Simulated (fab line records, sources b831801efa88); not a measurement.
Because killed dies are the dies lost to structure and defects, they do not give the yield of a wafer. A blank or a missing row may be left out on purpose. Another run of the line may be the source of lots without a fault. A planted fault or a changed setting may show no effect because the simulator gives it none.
One fault through the eyes of 2 desks ; flow sky130 ; numbers are kept per desk, each desk with only its own; the story behind them comes last

FROM THE METROLOGY DESK
Means of the sampled wafers that have a number, per lot and without regard to the tool the lot ran on: this is what the gauges read. Marked OUT: a lot whose mean sits more than 4 standard deviations from the usual mean, which makes it out of limits; the brackets give that distance.
Columns: A = SD_N_TW at SKY_SD_N_TW_MEAS_12, usual 3974; B = SD_N_RS at SKY_SD_N_RS_MEAS_16, usual 68.47 ohm/sq; C = RES_XHIGH_RS at SKY_SD_N_RS_MEAS_18, usual 332.9 ohm/sq
lot;first seen here;A;B;C
L193;day 27 19:55;3981;68.61;331.0
L194;day 27 23:17;3976;68.58;333.8
L195;day 28 11:58;3969;68.41;333.1
L196;day 28 22:09;3974;68.51;331.9
L198;day 30 01:06;3962;68.57;334.6
L200;day 30 13:47;3987;68.39;333.7
L201;day 30 22:03;3976;68.52;333.1
L202;day 31 01:36;3968;68.70;332.2
L206;day 32 09:49;3978;52.58 (-99 or more) OUT;-
L208;day 33 02:07;4002;52.59 (-99 or more) OUT;-
L209;day 33 09:49;3953;68.57;334.8
L215;day 34 23:59;3982;68.31;332.0
L216;day 35 12:44;3999;68.40;331.2
Finding of this desk: L206, L208 out of limits, first seen on L206 at day 32 10:08 (SD_N_RS at SKY_SD_N_RS_MEAS_16). L193, L194, L195, L196, L198, L200, L201, L202, L209, L215, L216: within limits.

THE TOOL OWNER'S DESK: rtpAnneal-01
Per lot that ran on this tool, the mean of the sampled wafers carrying a number, from the tool's own readings at SKY_SD_N_RTA_14 (time 2 s). Marked OUT: a lot whose mean sits more than 4 standard deviations from the usual mean, which makes it out of limits; the brackets give that distance.
Columns: A = lampPowerPct at SKY_SD_N_RTA_14, usual 15.74 %; B = wafer_temp_C_max at SKY_SD_N_RTA_14, usual 1078.0
lot;first seen here;A;B
L194;day 27 23:23;15.71;1078.2
L196;day 28 22:16;15.72;1079.5
L198;day 30 01:13;15.76;1077.3
L200;day 30 13:55;15.81;1077.7
L202;day 31 01:43;15.68;1077.8
L206;day 32 09:55;15.73;1077.3
L208;day 33 02:17;15.75;1079.1
L216;day 35 12:50;15.75;1079.0
This desk's finding: nothing out of limits on any of the 8 lots.

TAKEN TOGETHER
The metrology desk could have raised an alarm at day 32 10:08, on L206, L208.
Nothing out of limits was seen by the tool owner's desk.
The tool owner's desk has L206, L208 on record, within its limits.
The lots listed all ran SKY_SD_N_RTA_14 on rtpAnneal-01.

WHAT THE SIMULATOR PUT IN
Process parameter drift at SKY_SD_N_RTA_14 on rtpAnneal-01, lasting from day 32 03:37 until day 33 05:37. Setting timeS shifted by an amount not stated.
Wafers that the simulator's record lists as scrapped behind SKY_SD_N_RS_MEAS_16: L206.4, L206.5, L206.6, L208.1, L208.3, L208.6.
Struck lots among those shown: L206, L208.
Per desk, hours elapsed from the start of the fault to the first reading out of limits: for the metrology desk, 7.
